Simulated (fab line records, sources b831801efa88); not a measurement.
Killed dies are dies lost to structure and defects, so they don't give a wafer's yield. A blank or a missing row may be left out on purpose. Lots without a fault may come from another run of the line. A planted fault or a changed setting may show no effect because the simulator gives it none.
Problem report in the 8D (eight disciplines) form, filled by code | flow sky130 | the parts of the form that need people (team, actions taken, sign-off) are left out

1. THE PROBLEM
dose_ions_cm2 at SKY_LDD_N_IMPLANT_11 reads a mean of 8.446e+13 on 6 wafers of 2 lots; wafers without a fault read 7.501e+13 with a standard deviation of 7.5e+10. That is +99 or more standard deviations from the usual mean.
First seen on wafer L516.2, day 19 17:44, on implanter-01. The record holds 17 wafers of 6 lots with a number at this step. Rule for "out", or "out of limits": more than 4 standard deviations from the usual mean. The other wafers with a number count as sound.

2. WHAT IT IS AND WHAT IT IS NOT
question                    | is                                | is not
which readings at this step | dose_ions_cm2, faraday_current_uA | end_station_pressure_torr
which lots                  | L516, L517                        | L512, L525, L529, L531
which wafers of those lots  | all that have a number            | -
read on which tools         | implanter-01                      | implanter-04
when                        | from day 19 17:44                 | up to then (3 sound wafers); but 8 sound wafers of L525, L529, L531 came after

3. SUSPECTS, AND WHAT RULES EACH OUT
Counting: a tool at a process step up to the reading stays a suspect if it ran every lot that is out and no sound lot after the first of them.
- implanter-01 at SKY_LDD_N_IMPLANT_11: ruled out as a lasting fault. Sound lots L525, L529 ran on it after its first lot that is out, L516 (day 19 17:44).
Left after counting: nothing in the record.

4. THE CAUSE (what the simulator had put in)
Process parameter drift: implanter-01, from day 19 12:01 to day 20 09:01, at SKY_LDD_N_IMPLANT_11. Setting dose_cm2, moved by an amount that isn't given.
Counting ruled it out, wrongly.

5. THE CHAIN OF EFFECTS, in route order
Each row: a reading whose mean over the struck wafers that have a number lies more than 3 standard deviations from the usual. Only readings for which the record gives a usual standard deviation are gone through. hours: the time from each lot's start at the first step in this table that gives one to its start at this step, as a median over the lots. sigmas: the change in usual standard deviations.
hours | step                 | reading            | usual     | on struck wafers | change     | sigmas
0     | SKY_LDD_N_IMPLANT_11 | dose_ions_cm2      | 7.501e+13 | 8.446e+13        | +9.450e+12 | +99 or more
0     | SKY_LDD_N_IMPLANT_11 | faraday_current_uA | 424       | 482              | +58        | +6.5
The process steps in it:
- SKY_LDD_N_IMPLANT_11

6. WHAT WOULD HAVE CAUGHT IT SOONER
In this record the first reading out of limits was taken at day 19 17:44, 6 hours after the fault began at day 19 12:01.
